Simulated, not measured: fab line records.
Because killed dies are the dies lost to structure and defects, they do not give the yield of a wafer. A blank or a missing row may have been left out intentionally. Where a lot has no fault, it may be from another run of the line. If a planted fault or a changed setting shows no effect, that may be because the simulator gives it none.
Which tool is to blame? || flow sky130 || 12 lots, 36 wafers sampled, at 4 steps of a route of 708

## WHAT EACH GAUGE READ, for each wafer
SKY_VIA4_RS_MEAS_19: uses a four-point probe to measure. Usual: VIA4_W_RS gives 0.2250 ohm/sq (standard deviation 0.0024).
{"lot": "L225", "measured": "day 43 16:07", "on": "film-metro-01", "VIA4_W_RS (ohm/sq)": "0.2258 0.2262 0.2258", "flag": ""}
{"lot": "L229", "measured": "day 44 12:01", "on": "film-metro-02", "VIA4_W_RS (ohm/sq)": "0.2263 0.2271 0.2264", "flag": ""}
{"lot": "L230", "measured": "day 44 18:03", "on": "film-metro-02", "VIA4_W_RS (ohm/sq)": "0.2266 0.2278 0.2255", "flag": ""}
{"lot": "L233", "measured": "day 46 00:25", "on": "film-metro-02", "VIA4_W_RS (ohm/sq)": "0.2242 0.2241 0.2223", "flag": ""}
{"lot": "L237", "measured": "day 46 18:46", "on": "film-metro-01", "VIA4_W_RS (ohm/sq)": "0.2267 0.2259 0.2282", "flag": ""}
{"lot": "L240", "measured": "day 47 09:59", "on": "film-metro-01", "VIA4_W_RS (ohm/sq)": "0.2214 0.2213 0.2204", "flag": ""}
{"lot": "L241", "measured": "day 47 14:26", "on": "film-metro-04", "VIA4_W_RS (ohm/sq)": "0.2251 0.2303 0.2244", "flag": ""}
{"lot": "L242", "measured": "day 47 17:32", "on": "film-metro-01", "VIA4_W_RS (ohm/sq)": "0.2244 0.2267 0.2246", "flag": ""}
{"lot": "L244", "measured": "day 48 07:58", "on": "film-metro-04", "VIA4_W_RS (ohm/sq)": "0.2223 0.2220 0.2225", "flag": ""}
{"lot": "L245", "measured": "day 48 11:10", "on": "film-metro-01", "VIA4_W_RS (ohm/sq)": "0.2284 0.2246 0.2294", "flag": ""}
{"lot": "L247", "measured": "day 49 03:40", "on": "film-metro-04", "VIA4_W_RS (ohm/sq)": "0.2225 0.2241 0.2213", "flag": ""}
{"lot": "L246", "measured": "day 49 06:46", "on": "film-metro-02", "VIA4_W_RS (ohm/sq)": "0.2234 0.2254 0.2253", "flag": ""}

## WHICH TOOL RAN EACH LOT (tool, then ch and the chambers of the sampled wafers, then the start)
{"lot": "L225", "SKY_METAL4_DESCUM_15": "rie-metal-03 ch 1, day 42 14:53", "SKY_METAL4_STRIP_19": "plasma-asher-02 ch 0,1, day 42 15:20", "SKY_VIA4_ETCH_12": "rie-diel-02 ch 0,2, day 43 15:11"}
{"lot": "L229", "SKY_METAL4_DESCUM_15": "rie-metal-02 ch 0,1, day 43 10:55", "SKY_METAL4_STRIP_19": "plasma-asher-02 ch 0,1, day 43 11:14", "SKY_VIA4_ETCH_12": "rie-diel-04 ch 0,1,3, day 44 11:07"}
{"lot": "L230", "SKY_METAL4_DESCUM_15": "rie-metal-04 ch 0,1, day 43 16:50", "SKY_METAL4_STRIP_19": "plasma-asher-02 ch 0,1, day 43 17:10", "SKY_VIA4_ETCH_12": "rie-diel-01 ch 0,1,2, day 44 17:11"}
{"lot": "L233", "SKY_METAL4_DESCUM_15": "rie-metal-02 ch 0,1, day 45 01:17", "SKY_METAL4_STRIP_19": "plasma-asher-01 ch 0,1, day 45 01:37", "SKY_VIA4_ETCH_12": "rie-diel-04 ch 0,1,3, day 45 23:32"}
{"lot": "L237", "SKY_METAL4_DESCUM_15": "rie-metal-02 ch 0,1, day 45 19:07", "SKY_METAL4_STRIP_19": "plasma-asher-01 ch 0,1, day 45 19:26", "SKY_VIA4_ETCH_12": "rie-diel-01 ch 0,1,3, day 46 17:50"}
{"lot": "L240", "SKY_METAL4_DESCUM_15": "rie-metal-02 ch 1, day 46 10:43", "SKY_METAL4_STRIP_19": "plasma-asher-01 ch 0,1, day 46 11:10", "SKY_VIA4_ETCH_12": "rie-diel-01 ch 0,2, day 47 09:07"}
{"lot": "L241", "SKY_METAL4_DESCUM_15": "rie-metal-04 ch 0,1, day 46 15:55", "SKY_METAL4_STRIP_19": "plasma-asher-03 ch 1, day 46 16:14", "SKY_VIA4_ETCH_12": "rie-diel-01 ch 1,3, day 47 13:22"}
{"lot": "L242", "SKY_METAL4_DESCUM_15": "rie-metal-03 ch 0,1, day 46 19:16", "SKY_METAL4_STRIP_19": "plasma-asher-03 ch 0,1, day 46 19:35", "SKY_VIA4_ETCH_12": "rie-diel-02 ch 1,3, day 47 16:40"}
{"lot": "L244", "SKY_METAL4_DESCUM_15": "rie-metal-03 ch 0,1, day 47 09:35", "SKY_METAL4_STRIP_19": "plasma-asher-02 ch 0,1, day 47 09:56", "SKY_VIA4_ETCH_12": "rie-diel-04 ch 1,2, day 48 06:53"}
{"lot": "L245", "SKY_METAL4_DESCUM_15": "rie-metal-04 ch 0,1, day 47 13:05", "SKY_METAL4_STRIP_19": "plasma-asher-01 ch 0,1, day 47 13:25", "SKY_VIA4_ETCH_12": "rie-diel-02 ch 0,1,2, day 48 10:13"}
{"lot": "L247", "SKY_METAL4_DESCUM_15": "rie-metal-02 ch 1, day 48 05:34", "SKY_METAL4_STRIP_19": "plasma-asher-01 ch 0,1, day 48 06:12", "SKY_VIA4_ETCH_12": "rie-diel-04 ch 0,1,2, day 49 02:02"}
{"lot": "L246", "SKY_METAL4_DESCUM_15": "rie-metal-03 ch 0,1, day 48 09:23", "SKY_METAL4_STRIP_19": "plasma-asher-03 ch 0,1, day 48 09:55", "SKY_VIA4_ETCH_12": "rie-diel-01 ch 1,2, day 49 05:17"}
- SKY_METAL4_DESCUM_15: chemistry O2, time 8 s.
- SKY_METAL4_STRIP_19: strips in O2/N2.
- SKY_VIA4_ETCH_12: etches SiO2 in C4F8/O2/Ar, stops on TiN, target depth 580 nm.

## AS READ BY THE TOOLS THEMSELVES (means over the sampled wafers that have a number; for cases with no such wafer, the mark the record gives instead)
SKY_METAL4_DESCUM_15. Usual: drypump-motor-current-A 5.5 A, standard deviation 0.49; oes-product-au 1.000 a.u., standard deviation 0.013.
{"lot": "L225", "tool": "rie-metal-03", "drypump-motor-current-A (A)": 5.6, "oes-product-au (a.u.)": 1.005, "flag": ""}
{"lot": "L229", "tool": "rie-metal-02", "drypump-motor-current-A (A)": 5.9, "oes-product-au (a.u.)": 1.005, "flag": ""}
{"lot": "L230", "tool": "rie-metal-04", "drypump-motor-current-A (A)": 5.3, "oes-product-au (a.u.)": 0.998, "flag": ""}
{"lot": "L233", "tool": "rie-metal-02", "drypump-motor-current-A (A)": 5.5, "oes-product-au (a.u.)": 1.002, "flag": ""}
{"lot": "L237", "tool": "rie-metal-02", "drypump-motor-current-A (A)": 5.4, "oes-product-au (a.u.)": 0.996, "flag": ""}
{"lot": "L240", "tool": "rie-metal-02", "drypump-motor-current-A (A)": 4.9, "oes-product-au (a.u.)": 0.984, "flag": ""}
{"lot": "L241", "tool": "rie-metal-04", "drypump-motor-current-A (A)": 5.3, "oes-product-au (a.u.)": 0.995, "flag": ""}
{"lot": "L242", "tool": "rie-metal-03", "drypump-motor-current-A (A)": 5.8, "oes-product-au (a.u.)": 0.997, "flag": ""}
{"lot": "L244", "tool": "rie-metal-03", "drypump-motor-current-A (A)": 5.9, "oes-product-au (a.u.)": 1.001, "flag": ""}
{"lot": "L245", "tool": "rie-metal-04", "drypump-motor-current-A (A)": 5.3, "oes-product-au (a.u.)": 0.993, "flag": ""}
{"lot": "L247", "tool": "rie-metal-02", "drypump-motor-current-A (A)": 4.9, "oes-product-au (a.u.)": 0.991, "flag": ""}
{"lot": "L246", "tool": "rie-metal-03", "drypump-motor-current-A (A)": 5.8, "oes-product-au (a.u.)": 1.001, "flag": ""}

SKY_METAL4_STRIP_19. Usual: drypump-motor-current-A 5.9 A, standard deviation 0.53; oes-product-au 0.502 a.u., standard deviation 0.0058; strip-time-to-endpoint-s 6.53 s, standard deviation 0.097.
{"lot": "L225", "tool": "plasma-asher-02", "drypump-motor-current-A (A)": 5.3, "oes-product-au (a.u.)": 0.509, "strip-time-to-endpoint-s (s)": 6.60, "flag": ""}
{"lot": "L229", "tool": "plasma-asher-02", "drypump-motor-current-A (A)": 5.7, "oes-product-au (a.u.)": 0.502, "strip-time-to-endpoint-s (s)": 6.52, "flag": ""}
{"lot": "L230", "tool": "plasma-asher-02", "drypump-motor-current-A (A)": 5.7, "oes-product-au (a.u.)": 0.499, "strip-time-to-endpoint-s (s)": 6.52, "flag": ""}
{"lot": "L233", "tool": "plasma-asher-01", "drypump-motor-current-A (A)": 6.3, "oes-product-au (a.u.)": 0.496, "strip-time-to-endpoint-s (s)": 6.44, "flag": ""}
{"lot": "L237", "tool": "plasma-asher-01", "drypump-motor-current-A (A)": 6.1, "oes-product-au (a.u.)": 0.503, "strip-time-to-endpoint-s (s)": 6.58, "flag": ""}
{"lot": "L240", "tool": "plasma-asher-01", "drypump-motor-current-A (A)": 6.3, "oes-product-au (a.u.)": 0.499, "strip-time-to-endpoint-s (s)": 6.50, "flag": ""}
{"lot": "L241", "tool": "plasma-asher-03", "drypump-motor-current-A (A)": 6.2, "oes-product-au (a.u.)": 0.497, "strip-time-to-endpoint-s (s)": 6.49, "flag": ""}
{"lot": "L242", "tool": "plasma-asher-03", "drypump-motor-current-A (A)": 6.0, "oes-product-au (a.u.)": 0.501, "strip-time-to-endpoint-s (s)": 6.57, "flag": ""}
{"lot": "L244", "tool": "plasma-asher-02", "drypump-motor-current-A (A)": 5.7, "oes-product-au (a.u.)": 0.499, "strip-time-to-endpoint-s (s)": 6.44, "flag": ""}
{"lot": "L245", "tool": "plasma-asher-01", "drypump-motor-current-A (A)": 6.1, "oes-product-au (a.u.)": 0.503, "strip-time-to-endpoint-s (s)": 6.61, "flag": ""}
{"lot": "L247", "tool": "plasma-asher-01", "drypump-motor-current-A (A)": 6.4, "oes-product-au (a.u.)": 0.502, "strip-time-to-endpoint-s (s)": 6.58, "flag": ""}
{"lot": "L246", "tool": "plasma-asher-03", "drypump-motor-current-A (A)": 6.1, "oes-product-au (a.u.)": 0.507, "strip-time-to-endpoint-s (s)": 6.69, "flag": ""}

SKY_VIA4_ETCH_12. Usual: bias-w 1200 W, standard deviation 3.7; oes-product-au 0.926 a.u., standard deviation 0.0046.
{"lot": "L225", "tool": "rie-diel-02", "bias-w (W)": 1202, "oes-product-au (a.u.)": 0.926, "flag": ""}
{"lot": "L229", "tool": "rie-diel-04", "bias-w (W)": 1125, "oes-product-au (a.u.)": 0.927, "flag": "OFF"}
{"lot": "L230", "tool": "rie-diel-01", "bias-w (W)": 1200, "oes-product-au (a.u.)": 0.922, "flag": ""}
{"lot": "L233", "tool": "rie-diel-04", "bias-w (W)": 1126, "oes-product-au (a.u.)": 0.930, "flag": "OFF"}
{"lot": "L237", "tool": "rie-diel-01", "bias-w (W)": 1201, "oes-product-au (a.u.)": 0.929, "flag": ""}
{"lot": "L240", "tool": "rie-diel-01", "bias-w (W)": 1202, "oes-product-au (a.u.)": 0.926, "flag": ""}
{"lot": "L241", "tool": "rie-diel-01", "bias-w (W)": 1196, "oes-product-au (a.u.)": 0.928, "flag": ""}
{"lot": "L242", "tool": "rie-diel-02", "bias-w (W)": 1206, "oes-product-au (a.u.)": 0.928, "flag": ""}
{"lot": "L244", "tool": "rie-diel-04", "bias-w (W)": 1198, "oes-product-au (a.u.)": 0.923, "flag": ""}
{"lot": "L245", "tool": "rie-diel-02", "bias-w (W)": 1201, "oes-product-au (a.u.)": 0.925, "flag": ""}
{"lot": "L247", "tool": "rie-diel-04", "bias-w (W)": 1198, "oes-product-au (a.u.)": 0.925, "flag": ""}
{"lot": "L246", "tool": "rie-diel-01", "bias-w (W)": 1201, "oes-product-au (a.u.)": 0.926, "flag": ""}

## THE ANSWER, worked out from the rows above alone
Rule: a lot counts as off when the mean over its wafers that have a number is more than 3 standard deviations away from the usual mean. Also off: a lot with no number at a reading for which 4 or more lots have one. The other lots that the step has rows for count as sound. After the gauges, taken in route order, come the tools' own readings; for these a lot's mean is taken, as printed above. The first step at which some lot is off is used, and at that step the reading that is off furthest; a lot without a number counts as furthest.
Off: L229, L233 (SKY_VIA4_ETCH_12, bias-w).
If a tool, at that step or one of the process steps before it, ran each lot that is off and ran no sound lot following the first of them, it fits. No candidate that was tried fits.

## WHAT THE SIMULATOR HAD INSERTED
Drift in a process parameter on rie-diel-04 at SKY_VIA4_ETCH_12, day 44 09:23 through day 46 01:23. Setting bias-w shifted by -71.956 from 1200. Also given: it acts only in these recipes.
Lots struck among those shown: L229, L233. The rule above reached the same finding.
